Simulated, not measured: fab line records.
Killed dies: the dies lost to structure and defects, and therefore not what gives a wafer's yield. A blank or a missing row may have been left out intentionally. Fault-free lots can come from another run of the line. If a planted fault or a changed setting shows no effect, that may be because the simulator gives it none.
fab line records    flow sky130
record lots=24  wafers=72  last_day=50
route steps=708 shown VIA2@509 METAL3@568 VIA3@586 METAL5@665 PASSIVATION@683
lots untouched by any fault: they come from a run of this same line in which no faults occurred
start_h: hours from the record's first day to the start of the lot's first wafer shown    wait_h: how many hours have passed since the lot's step before this one    " as in the row above    L1.1+2: one row covering several wafers at once    - no value, or no start given    * or withheld: withheld    < > ~ a bound
route shown NAME@n: NAME is a module with steps in the file, n the number in the route of the first one    usual: mean/standard deviation of fault-free wafers    same: alike in all rows    chamber/n: place in a boat    sites: each site's reading    _std_site: the standard deviation of these    _edge_site: outer sites' mean less inner sites'    radius_mm: how far each site lies from the wafer's centre    mask NAME#n: copy n    behind: the last tool/chamber to shape the wafer    hold: why the lot was held/for how many hours/how that ended    device: names the non-switching transistor (n, p or np)    end of line: tests of these same wafers at the route's end    a step without rows: its recipe alone    killed: the dies lost at the first sort to structure and to defects; this is not the yield of the wafer    map: shows each die of a wafer: x if killed, . if not, _ if none is there
set.NAME: the setting as run; set.NAME@STEP: as run at that earlier step    model.NAME: the simulator's own value behind a step, which no gauge read
route steps across a sampled set of lots; one table per step, one row per wafer
services: from which hour (start_h, from the record's first day; less than 0 if before it) a tool's chamber was out of use, for how many hours, and why
## steps
# step SKY_VIA2_CMP_02
# recipe material=SiO2  down_force_psi=4  platen_rpm=60  pad_velocity_m_s=0.94248
# usual motor_current_A=11.7/1.3  slurry_filter_dp_kPa=13.51/0.15
lot.wafer  tool    chamber  start_h  wait_h  motor_current_A  slurry_filter_dp_kPa
L074.1     cmp-01  0        834.36   0.1     13.2             13.68
L074.3     "       3        "        "       12.3             13.32
L074.6     "       0        "        "       12.7             13.47
L075.2     cmp-02  0        836.52   0.1     10.2             13.50
L075.6     "       3        "        "       14.2             13.60
L075.5     "       0        "        "       9.4              13.28
L076.4     cmp-01  1        837.41   0.2     11.5             13.27
L076.2     "       2        "        "       11.7             13.66
L076.5     "       2        "        "       11.5             13.51
L077.4     cmp-02  0        840.36   0.1     9.8              13.57
L077.1     "       2        "        "       10.3             13.37
L077.5     "       0        "        "       9.9              13.59
L078.3     cmp-02  0        851.05   0.0     10.0             13.34
L078.5     "       0        "        "       10.0             13.38
L078.6     "       1        "        "       12.3             13.62
L079.4     cmp-01  0        858.78   0.2     12.4             13.53
L079.5     "       2        "        "       10.8             13.27
L079.6     "       3        "        "       12.3             13.13
L080.3     cmp-02  1        865.20   0.0     12.4             13.56
L080.4     "       2        "        "       10.3             13.42
L080.1     "       3        "        "       13.9             13.66
L081.3     cmp-02  0        874.50   0.0     10.4             13.44
L081.1     "       1        "        "       12.4             13.50
L081.2     "       2        "        "       10.4             13.49
L082.2     cmp-02  0        883.50   0.1     10.5             13.37
L082.5     "       3        "        "       13.1             13.52
L082.6     "       0        "        "       10.0             13.51
L083.2     cmp-02  3        889.65   0.1     15.0             13.63
L083.1     "       0        "        "       9.4              13.34
L083.6     "       3        "        "       13.5             13.14
L084.2     cmp-01  0        897.55   0.1     13.3             13.43
L084.5     "       2        "        "       11.8             13.57
L084.6     "       3        "        "       12.4             13.37
L085.4     cmp-01  2        902.20   0.1     11.8             13.50
L085.5     "       1        "        "       11.4             13.25
L085.6     "       2        "        "       11.1             13.40
L086.3     cmp-02  3        908.81   0.0     14.9             13.64
L086.4     "       0        "        "       9.8              13.48
L086.5     "       3        "        "       13.3             13.40
L087.2     cmp-02  1        922.27   0.1     11.7             13.21
L087.4     "       2        "        "       10.4             13.42
L087.6     "       0        "        "       10.6             13.67
L088.4     cmp-02  1        922.98   0.0     12.0             13.41
L088.3     "       0        "        "       10.2             13.46
L088.6     "       1        "        "       12.2             13.53
L089.1     cmp-02  0        929.40   0.2     10.1             13.42
L089.6     "       1        "        "       12.4             13.56
L089.5     "       2        "        "       10.4             13.29
L090.4     cmp-02  3        939.74   0.0     14.8             13.43
L090.2     "       0        "        "       10.1             13.37
L090.3     "       2        "        "       11.0             13.45
L091.2     cmp-01  2        943.88   0.1     11.3             13.53
L091.4     "       0        "        "       12.7             13.68
L091.6     "       1        "        "       11.6             13.30
L092.4     cmp-02  3        955.79   0.1     14.4             13.62
L092.1     "       0        "        "       9.8              13.52
L092.6     "       2        "        "       10.4             13.72
L093.3     cmp-01  2        965.80   0.1     11.2             13.38
L093.6     "       0        "        "       12.7             13.64
L093.5     "       1        "        "       11.2             13.69
L094.4     cmp-01  2        972.75   0.0     11.0             13.51
L094.3     "       0        "        "       13.0             13.67
L094.6     "       3        "        "       12.1             13.65
L095.2     cmp-01  2        988.15   0.1     11.9             13.72
L095.1     "       3        "        "       12.5             13.32
L095.6     "       1        "        "       11.3             13.87
L096.4     cmp-02  1        988.16   0.0     12.0             13.49
L096.1     "       3        "        "       13.9             13.42
L096.6     "       1        "        "       12.3             13.46
L097.3     cmp-02  3        1003.74  0.2     14.3             13.29
L097.6     "       2        "        "       10.3             13.54
L097.5     "       3        "        "       13.7             13.67
# step SKY_VIA2_ETCH_14
# recipe chemistry=N2/H2  target=BARC  ion_energy_ev=200  source_w=500  bias_w=100  pressure_mtorr=30  n2_flow_sccm=100  h2_flow_sccm=200  stop_on=SiO2  time_s=45.9  target_depth_a=600
# usual drypump_motor_current_A=5.6/0.46  oes_product_au=0.854/0.0047  throttle_valve_pct=13.224/0.0086
lot.wafer  tool         chamber  start_h  wait_h  drypump_motor_current_A  oes_product_au  rf_hours_counter_h  throttle_valve_pct
L074.1     rie_diel-01  3        861.09   0.0     5.1                      0.857           6                   13.234
L074.3     "            2        "        "       5.4                      0.863           3                   13.234
L074.6     "            3        "        "       5.1                      0.854           -                   13.228
L075.2     rie_diel-01  2        863.08   0.0     5.4                      0.856           3                   13.230
L075.5     "            3        "        "       5.1                      0.854           -                   13.233
L075.6     "            1        "        "       5.6                      0.855           -                   13.216
L076.2     rie_diel-03  1        864.53   0.0     6.0                      0.843           24                  13.211
L076.4     "            3        "        "       6.3                      0.847           -                   13.209
L076.5     "            2        "        "       6.0                      0.856           -                   13.230
L077.1     rie_diel-01  1        865.98   0.0     5.6                      0.861           17                  13.213
L077.4     "            3        "        "       5.1                      0.851           -                   13.231
L077.5     "            2        "        "       5.4                      0.851           -                   13.233
L078.3     rie_diel-02  2        877.66   0.0     5.4                      0.868           3                   13.233
L078.5     "            3        "        "       4.7                      0.854           -                   13.228
L078.6     "            2        "        "       5.4                      0.852           -                   13.233
L079.4     rie_diel-02  2        884.71   0.0     5.4                      0.851           -                   13.230
L079.5     "            0        "        "       4.8                      0.853           -                   13.219
L079.6     "            3        "        "       4.7                      0.852           -                   13.224
L080.1     rie_diel-03  1        891.38   0.0     6.0                      0.862           25                  13.222
L080.3     "            0        "        "       5.7                      0.864           0                   13.231
L080.4     "            2        "        "       6.0                      0.853           15                  13.228
L081.1     rie_diel-03  2        900.09   0.0     6.0                      0.858           16                  13.212
L081.2     "            3        "        "       6.3                      0.848           9                   13.225
L081.3     "            1        "        "       6.0                      0.852           25                  13.223
L082.2     rie_diel-02  1        909.29   0.0     6.5                      0.851           14                  13.216
L082.5     "            2        "        "       5.4                      0.850           -                   13.230
L082.6     "            1        "        "       6.5                      0.851           -                   13.224
L083.1     rie_diel-03  0        915.49   0.0     5.7                      0.856           1                   13.208
L083.2     "            3        "        "       6.3                      0.858           9                   13.228
L083.6     "            0        "        "       5.7                      0.863           -                   13.228
L084.2     rie_diel-01  2        922.34   0.0     5.4                      0.856           4                   13.233
L084.5     "            0        "        "       5.9                      0.860           -                   13.215
L084.6     "            3        "        "       5.1                      0.853           -                   13.230
L085.4     rie_diel-01  2        927.68   0.0     5.4                      0.856           4                   13.236
L085.5     "            0        "        "       5.9                      0.855           -                   13.210
L085.6     "            1        "        "       5.6                      0.855           -                   13.218
L086.3     rie_diel-01  0        933.94   0.0     5.9                      0.860           7                   13.220
L086.4     "            1        "        "       5.6                      0.863           19                  13.208
L086.5     "            3        "        "       5.1                      0.858           -                   13.210
L087.2     rie_diel-01  1        946.24   0.0     5.6                      0.855           19                  13.238
L087.4     "            2        "        "       5.4                      0.844           5                   13.243
L087.6     "            1        "        "       5.6                      0.845           -                   13.233
L088.3     rie_diel-03  0        948.13   0.0     5.7                      0.856           2                   13.224
L088.4     "            3        "        "       6.3                      0.848           -                   13.222
L088.6     "            0        "        "       5.7                      0.858           -                   13.211
L089.1     rie_diel-03  3        953.49   0.0     6.3                      0.858           11                  13.211
L089.5     "            0        "        "       5.7                      0.855           -                   13.235
L089.6     "            2        "        "       6.0                      0.863           -                   13.226
L090.2     rie_diel-01  3        964.39   0.0     5.1                      0.860           10                  13.221
L090.3     "            0        "        "       6.0                      0.850           8                   13.219
L090.4     "            1        "        "       5.6                      0.854           20                  13.222
L091.2     rie_diel-02  2        967.54   0.0     5.4                      0.852           6                   13.222
L091.4     "            0        "        "       4.8                      0.855           7                   13.225
L091.6     "            2        "        "       5.4                      0.851           -                   13.217
L092.1     rie_diel-03  2        979.89   0.0     6.0                      0.856           18                  13.229
L092.4     "            3        "        "       6.4                      0.861           11                  13.220
L092.6     "            0        "        "       5.7                      0.860           -                   13.224
L093.3     rie_diel-01  0        989.39   0.0     5.9                      0.853           8                   13.228
L093.5     "            1        "        "       5.6                      0.855           -                   13.221
L093.6     "            2        "        "       5.5                      0.862           -                   13.229
L094.3     rie_diel-01  3        996.58   0.0     5.1                      0.860           11                  13.227
L094.4     "            0        "        "       5.9                      0.862           9                   13.242
L094.6     "            0        "        "       6.0                      0.856           -                   13.222
L095.1     rie_diel-01  0        1012.09  0.0     5.9                      0.854           9                   13.226
L095.2     "            2        "        "       5.4                      0.854           8                   13.236
L095.6     "            0        "        "       5.9                      0.850           -                   13.232
L096.1     rie_diel-03  1        1012.44  0.0     6.0                      0.855           2                   13.226
L096.4     "            0        "        "       5.7                      0.856           4                   13.222
L096.6     "            3        "        "       6.3                      0.852           -                   13.218
L097.3     rie_diel-01  3        1027.04  0.0     5.1                      0.849           12                  13.226
L097.5     "            0        "        "       5.9                      0.862           -                   13.216
L097.6     "            3        "        "       5.1                      0.857           -                   13.227
# step SKY_METAL3_METAL_ETCH_18
# recipe target_depth_a=8450  stop_on=SiO2  over_etch_frac=0.3  time_s=183.1  chemistry=Cl2/BCl3  resist_sidewall_deg=88  pressure_mtorr=10  icp_w=900  bias_w=48.5  Cl2_flow_sccm=60  bcl3_flow_sccm=30
# usual drypump_motor_current_A=5.7/0.6  mfc_cl2_sccm=60.00/0.18  oes_product_au=0.865/0.0069  throttle_valve_pct=22.264/0.0092
lot.wafer  tool          chamber  start_h  wait_h  drypump_motor_current_A  mfc_cl2_sccm  oes_product_au  rf_hours_counter_h  throttle_valve_pct
L074.1     rie_metal-02  0        915.64   0.0     4.9                      60.11         0.861           11                  22.251
L074.3     "             1        "        "       4.9                      59.85         0.864           -                   22.251
L074.6     "             1        "        "       4.9                      60.20         0.873           -                   22.261
L075.2     rie_metal-01  0        915.98   0.0     5.5                      60.24         0.877           15                  22.264
L075.5     "             0        "        "       5.5                      59.88         0.873           -                   22.259
L075.6     "             1        "        "       5.8                      59.85         0.867           -                   22.249
L076.2     rie_metal-01  1        916.90   0.0     5.8                      59.75         0.861           14                  22.275
L076.4     "             1        "        "       5.8                      59.83         0.866           -                   22.266
L076.5     "             0        "        "       5.5                      60.08         0.870           -                   22.268
L077.1     rie_metal-04  0        917.25   0.0     6.6                      59.93         0.854           17                  22.284
L077.4     "             1        "        "       6.2                      59.85         0.858           -                   22.258
L077.5     "             0        "        "       6.6                      60.07         0.855           -                   22.253
L078.3     rie_metal-01  0        930.16   0.1     5.5                      60.13         0.859           -                   22.257
L078.5     "             0        "        "       5.5                      59.91         0.867           -                   22.249
L078.6     "             1        "        "       5.8                      60.11         0.862           -                   22.270
L079.4     rie_metal-01  0        936.53   0.1     5.5                      60.16         0.870           -                   22.255
L079.5     "             1        "        "       5.8                      60.03         0.872           -                   22.281
L079.6     "             0        "        "       5.5                      59.94         0.869           -                   22.261
L080.1     rie_metal-02  1        943.46   0.0     4.9                      59.81         0.853           4                   22.247
L080.3     "             1        "        "       4.9                      60.09         0.857           -                   22.278
L080.4     "             0        "        "       4.9                      59.97         0.853           -                   22.255
L081.1     rie_metal-02  0        951.89   0.0     4.9                      59.67         0.868           12                  22.272
L081.2     "             1        "        "       4.9                      60.11         0.881           4                   22.263
L081.3     "             0        "        "       4.9                      59.61         0.873           -                   22.259
L082.2     rie_metal-01  0        959.46   0.0     5.5                      60.19         0.877           18                  22.276
L082.5     "             1        "        "       5.8                      60.03         0.872           -                   22.256
L082.6     "             0        "        "       5.5                      59.85         0.868           -                   22.258
L083.1     rie_metal-02  1        965.75   0.0     4.9                      59.75         0.865           5                   22.262
L083.2     "             0        "        "       4.9                      59.82         0.860           13                  22.254
L083.6     "             1        "        "       4.9                      60.12         0.863           -                   22.272
L084.2     rie_metal-01  0        973.08   0.0     5.5                      60.05         0.872           19                  22.252
L084.5     "             1        "        "       5.8                      60.26         0.872           -                   22.273
L084.6     "             0        "        "       5.5                      60.08         0.873           -                   22.270
L085.4     rie_metal-02  0        977.74   0.1     4.9                      59.76         0.879           -                   22.260
L085.5     "             0        "        "       4.9                      59.86         0.870           -                   22.256
L085.6     "             1        "        "       4.9                      59.81         0.869           -                   22.250
L086.3     rie_metal-04  1        983.34   0.1     6.1                      60.04         0.866           -                   22.276
L086.4     "             0        "        "       6.6                      59.68         0.861           -                   22.279
L086.5     "             1        "        "       6.2                      59.99         0.866           -                   22.261
L087.2     rie_metal-04  1        996.38   0.0     6.1                      59.98         0.863           14                  22.264
L087.4     "             1        "        "       6.2                      59.98         0.862           -                   22.247
L087.6     "             1        "        "       6.1                      60.31         0.866           -                   22.267
L088.3     rie_metal-04  0        997.79   0.1     6.6                      60.10         0.867           -                   22.257
L088.4     "             1        "        "       6.1                      59.73         0.859           -                   22.270
L088.6     "             1        "        "       6.1                      59.86         0.869           -                   22.261
L089.1     rie_metal-04  1        1002.39  0.0     6.2                      60.14         0.859           15                  22.260
L089.5     "             0        "        "       6.6                      60.18         0.871           -                   22.252
L089.6     "             1        "        "       6.2                      60.10         0.872           -                   22.275
L090.2     rie_metal-04  0        1013.64  0.0     6.6                      60.27         0.849           3                   22.246
L090.3     "             1        "        "       6.1                      59.77         0.867           -                   22.277
L090.4     "             0        "        "       6.6                      60.05         0.862           -                   22.266
L091.2     rie_metal-01  0        1016.48  0.0     5.5                      60.20         0.864           21                  22.267
L091.4     "             1        "        "       5.8                      59.91         0.867           -                   22.256
L091.6     "             1        "        "       5.8                      60.09         0.872           -                   22.275
L092.1     rie_metal-02  1        1029.00  0.0     4.9                      60.00         0.869           8                   22.256
L092.4     "             0        "        "       4.9                      59.96         0.865           -                   22.279
L092.6     "             0        "        "       4.9                      60.07         0.865           -                   22.265
L093.3     rie_metal-02  1        1037.36  0.1     4.9                      59.88         0.868           -                   22.265
L093.5     "             1        "        "       4.9                      60.19         0.865           -                   22.267
L093.6     "             0        "        "       4.9                      59.69         0.860           -                   22.267
L094.3     rie_metal-04  0        1043.85  0.1     6.6                      60.05         0.868           -                   22.265
L094.4     "             1        "        "       6.2                      59.84         0.875           -                   22.259
L094.6     "             1        "        "       6.2                      59.83         0.852           -                   22.250
L095.1     rie_metal-01  0        1058.94  0.0     5.5                      60.17         0.877           24                  22.259
L095.2     "             1        "        "       5.8                      59.83         0.865           24                  22.259
L095.6     "             0        "        "       5.5                      60.40         0.860           -                   22.258
L096.1     rie_metal-04  0        1059.29  0.0     6.6                      60.05         0.864           6                   22.261
L096.4     "             1        "        "       6.2                      59.86         0.868           -                   22.259
L096.6     "             0        "        "       6.6                      60.11         0.870           -                   22.285
L097.3     rie_metal-01  1        1073.46  0.1     5.8                      60.01         0.866           -                   22.259
L097.5     "             1        "        "       5.8                      59.98         0.870           -                   22.267
L097.6     "             1        "        "       5.8                      60.04         0.866           -                   22.280
# step SKY_VIA3_OVL_MEAS_13
# usual VIA3_OVL=-5/5.2
lot.wafer  tool        chamber  start_h  wait_h  VIA3_OVL[nm]
L074.1     overlay-01  -        940.85   0.1     -3
L074.3     "           -        "        "       -4
L074.6     "           -        "        "       3
L075.2     overlay-02  -        942.39   0.1     7
L075.5     "           -        "        "       3
L075.6     "           -        "        "       5
L076.2     overlay-02  -        943.16   0.1     -7
L076.4     "           -        "        "       -7
L076.5     "           -        "        "       -9
L077.1     overlay-02  -        943.50   0.1     -5
L077.4     "           -        "        "       -3
L077.5     "           -        "        "       -9
L078.3     overlay-01  -        955.46   0.1     -8
L078.5     "           -        "        "       -4
L078.6     "           -        "        "       -15
L079.4     overlay-02  -        962.27   0.1     -5
L079.5     "           -        "        "       -1
L079.6     "           -        "        "       -2
L080.1     overlay-02  -        968.81   0.1     -10
L080.3     "           -        "        "       -7
L080.4     "           -        "        "       -5
L081.1     overlay-01  -        976.36   0.1     1
L081.2     "           -        "        "       0
L081.3     "           -        "        "       -3
L082.2     overlay-01  -        985.02   0.1     -5
L082.5     "           -        "        "       -9
L082.6     "           -        "        "       -12
L083.1     overlay-01  -        991.16   0.1     -2
L083.2     "           -        "        "       -5
L083.6     "           -        "        "       -1
L084.2     overlay-02  -        998.01   0.1     -4
L084.5     "           -        "        "       -1
L084.6     "           -        "        "       -1
L085.4     overlay-02  -        1002.57  0.1     -11
L085.5     "           -        "        "       -10
L085.6     "           -        "        "       -8
L086.3     overlay-01  -        1008.41  0.1     -10
L086.4     "           -        "        "       -3
L086.5     "           -        "        "       -4
L087.2     overlay-02  -        1020.96  0.1     -10
L087.4     "           -        "        "       -10
L087.6     "           -        "        "       -6
L088.3     overlay-02  -        1022.23  0.1     5
L088.4     "           -        "        "       -3
L088.6     "           -        "        "       0
L089.1     overlay-01  -        1026.51  0.1     -16
L089.5     "           -        "        "       -9
L089.6     "           -        "        "       -6
L090.2     overlay-01  -        1037.47  0.1     0
L090.3     "           -        "        "       -4
L090.4     "           -        "        "       1
L091.2     overlay-02  -        1040.27  0.1     -4
L091.4     "           -        "        "       -5
L091.6     "           -        "        "       -9
L092.1     overlay-01  -        1052.20  0.1     2
L092.4     "           -        "        "       -13
L092.6     "           -        "        "       -9
L093.3     overlay-01  -        1059.82  0.1     -11
L093.5     "           -        "        "       -5
L093.6     "           -        "        "       -6
L094.3     overlay-02  -        1066.06  0.1     1
L094.4     "           -        "        "       -4
L094.6     "           -        "        "       -2
L095.1     overlay-02  -        1082.35  0.1     -11
L095.2     "           -        "        "       -18
L095.6     "           -        "        "       -17
L096.1     overlay-02  -        1082.66  0.1     -1
L096.4     "           -        "        "       -6
L096.6     "           -        "        "       -8
L097.3     overlay-01  -        1095.17  0.1     -5
L097.5     "           -        "        "       -2
L097.6     "           -        "        "       -1
# step SKY_METAL5_SPUTTER_04
# recipe material=TiN  target_thk_nm=70  power_w=6500  time_s=58.3  chamber_pressure_pa=0.4
# usual throttle_valve_pct=29.5/0.87
lot.wafer  tool            chamber  start_h  wait_h  throttle_valve_pct
L074.1     pvd_sputter-03  -        1017.06  0.0     29.1
L074.3     "               -        "        "       27.9
L074.6     "               -        "        "       28.1
L075.2     pvd_sputter-02  -        1017.98  0.0     28.8
L075.5     "               -        "        "       28.8
L075.6     "               -        "        "       29.6
L076.2     pvd_sputter-02  -        1018.78  0.0     29.7
L076.4     "               -        "        "       28.5
L076.5     "               -        "        "       29.2
L077.1     pvd_sputter-03  -        1020.04  0.0     30.6
L077.4     "               -        "        "       28.9
L077.5     "               -        "        "       29.4
L078.3     pvd_sputter-03  -        1029.00  0.0     30.8
L078.5     "               -        "        "       29.5
L078.6     "               -        "        "       30.7
L079.4     pvd_sputter-02  -        1036.46  0.0     29.1
L079.5     "               -        "        "       29.5
L079.6     "               -        "        "       28.7
L080.1     pvd_sputter-02  -        1043.24  0.0     29.2
L080.3     "               -        "        "       29.7
L080.4     "               -        "        "       28.6
L081.1     pvd_sputter-03  -        1050.70  0.0     30.8
L081.2     "               -        "        "       28.0
L081.3     "               -        "        "       29.6
L082.2     pvd_sputter-02  -        1056.64  0.0     29.5
L082.5     "               -        "        "       29.8
L082.6     "               -        "        "       29.3
L083.1     pvd_sputter-03  -        1062.80  0.0     27.9
L083.2     "               -        "        "       30.7
L083.6     "               -        "        "       31.0
L084.2     pvd_sputter-02  -        1070.20  0.0     29.6
L084.5     "               -        "        "       29.0
L084.6     "               -        "        "       30.1
L085.4     pvd_sputter-03  -        1074.85  0.0     30.8
L085.5     "               -        "        "       29.6
L085.6     "               -        "        "       27.8
L086.3     pvd_sputter-02  -        1078.47  0.0     29.9
L086.4     "               -        "        "       29.4
L086.5     "               -        "        "       29.7
L087.2     pvd_sputter-02  -        1091.21  0.0     28.8
L087.4     "               -        "        "       30.0
L087.6     "               -        "        "       29.2
L088.3     pvd_sputter-02  -        1093.25  0.0     28.5
L088.4     "               -        "        "       29.4
L088.6     "               -        "        "       28.7
L089.1     pvd_sputter-04  -        1096.20  0.0     28.7
L089.5     "               -        "        "       28.6
L089.6     "               -        "        "       30.8
L090.2     pvd_sputter-02  -        1105.94  0.0     28.5
L090.3     "               -        "        "       29.6
L090.4     "               -        "        "       29.5
L091.2     pvd_sputter-04  -        1109.30  0.0     28.6
L091.4     "               -        "        "       28.8
L091.6     "               -        "        "       29.8
L092.1     pvd_sputter-04  -        1119.53  0.0     30.9
L092.4     "               -        "        "       28.5
L092.6     "               -        "        "       29.8
L093.3     pvd_sputter-02  -        1126.44  0.0     29.3
L093.5     "               -        "        "       30.0
L093.6     "               -        "        "       29.7
L094.3     pvd_sputter-03  -        1132.49  0.0     30.6
L094.4     "               -        "        "       27.6
L094.6     "               -        "        "       30.9
L096.1     pvd_sputter-02  -        1145.94  0.0     29.9
L096.4     "               -        "        "       28.7
L096.6     "               -        "        "       28.7
L095.1     pvd_sputter-04  -        1146.21  0.0     29.7
L095.2     "               -        "        "       32.0
L095.6     "               -        "        "       28.7
L097.3     pvd_sputter-04  -        1158.00  0.0     31.6
L097.5     "               -        "        "       28.6
L097.6     "               -        "        "       30.4
# step SKY_PASSIVATION_CVD_02
# recipe material=Si3N4  target_thk_nm=540  temp_c=400  time_s=withheld  rf_w=450
# usual heater_power_w=693/84
lot.wafer  tool      chamber  start_h  wait_h  heater_power_w
L074.1     pecvd-01  1        1040.03  0.1     741
L074.3     "         2        "        "       739
L074.6     "         0        "        "       645
L075.2     pecvd-04  2        1041.18  0.0     640
L075.5     "         1        "        "       882
L075.6     "         0        "        "       760
L076.2     pecvd-03  0        1041.87  0.0     633
L076.4     "         1        "        "       665
L076.5     "         2        "        "       764
L077.1     pecvd-03  0        1043.59  0.1     703
L077.4     "         1        "        "       664
L077.5     "         2        "        "       694
L078.3     pecvd-03  0        1051.99  0.0     692
L078.5     "         1        "        "       541
L078.6     "         2        "        "       637
L079.4     pecvd-03  1        1059.48  0.1     647
L079.5     "         2        "        "       688
L079.6     "         0        "        "       657
L080.1     pecvd-03  1        1065.01  0.1     603
L080.3     "         0        "        "       689
L080.4     "         0        "        "       732
L081.1     pecvd-04  1        1073.17  0.1     730
L081.2     "         0        "        "       810
L081.3     "         2        "        "       534
L082.2     pecvd-04  2        1078.67  0.0     635
L082.5     "         1        "        "       829
L082.6     "         2        "        "       663
L083.1     pecvd-03  2        1085.35  0.1     745
L083.2     "         1        "        "       590
L083.6     "         2        "        "       740
L084.2     pecvd-04  1        1092.98  0.0     790
L084.5     "         0        "        "       748
L084.6     "         1        "        "       808
L085.4     pecvd-04  2        1097.04  0.1     656
L085.5     "         0        "        "       770
L085.6     "         1        "        "       832
L086.3     pecvd-01  2        1099.98  0.0     691
L086.4     "         2        "        "       716
L086.5     "         1        "        "       794
L087.2     pecvd-03  1        1112.30  0.0     541
L087.4     "         0        "        "       583
L087.6     "         1        "        "       596
L088.3     pecvd-01  1        1114.00  0.0     738
L088.4     "         2        "        "       722
L088.6     "         0        "        "       535
L089.1     pecvd-01  2        1116.67  0.1     807
L089.5     "         2        "        "       700
L089.6     "         0        "        "       649
L090.2     pecvd-04  2        1126.74  0.0     521
L090.3     "         0        "        "       796
L090.4     "         0        "        "       673
L091.2     pecvd-04  1        1129.23  0.0     775
L091.4     "         2        "        "       626
L091.6     "         0        "        "       668
L092.1     pecvd-04  2        1139.49  0.1     643
L092.4     "         0        "        "       719
L092.6     "         2        "        "       646
L093.3     pecvd-03  0        1145.93  0.0     728
L093.5     "         2        "        "       674
L093.6     "         1        "        "       624
L094.3     pecvd-01  0        1152.07  0.0     648
L094.4     "         1        "        "       753
L094.6     "         0        "        "       641
L096.1     pecvd-04  2        1164.32  0.1     575
L096.4     "         1        "        "       856
L096.6     "         2        "        "       627
L095.1     pecvd-01  0        1164.59  0.1     632
L095.2     "         1        "        "       771
L095.6     "         1        "        "       654
L097.3     pecvd-04  0        1175.80  0.0     808
L097.5     "         1        "        "       802
L097.6     "         0        "        "       676
## services
tool            chamber  start_h  hours  kind
cmp-02          -        825.05   0.8    repair
rie_diel-01     -        833.09   2.8    pm
rie_diel-01     0        856.44   22.0   repair
cmp-01          -        885.02   1.8    repair
pecvd-04        1        891.29   4.1    repair
pecvd-04        -        911.42   6.0    pm
cmp-01          -        912.00   4.0    pm
rie_diel-01     2        915.12   2.3    repair
cmp-01          -        938.68   1.7    repair
pecvd-04        -        948.95   1.0    repair
cmp-01          -        956.46   3.9    pm
cmp-01          -        1012.02  0.3    repair
pvd_sputter-02  -        1025.53  7.7    repair
cmp-02          -        1034.82  0.7    repair
cmp-01          -        1042.46  10.5   pm
cmp-02          -        1052.93  16.2   pm
rie_diel-01     1        1054.73  29.8   repair
cmp-02          -        1084.13  4.0    pm
pecvd-04        1        1107.49  16.0   repair
pecvd-04        -        1116.57  1.2    repair
rie_diel-01     -        1126.04  3.9    repair
pvd_sputter-02  -        1143.59  1.2    repair
pecvd-04        0        1157.86  6.6    repair
pecvd-04        0        1167.03  4.9    repair
## key
fault none
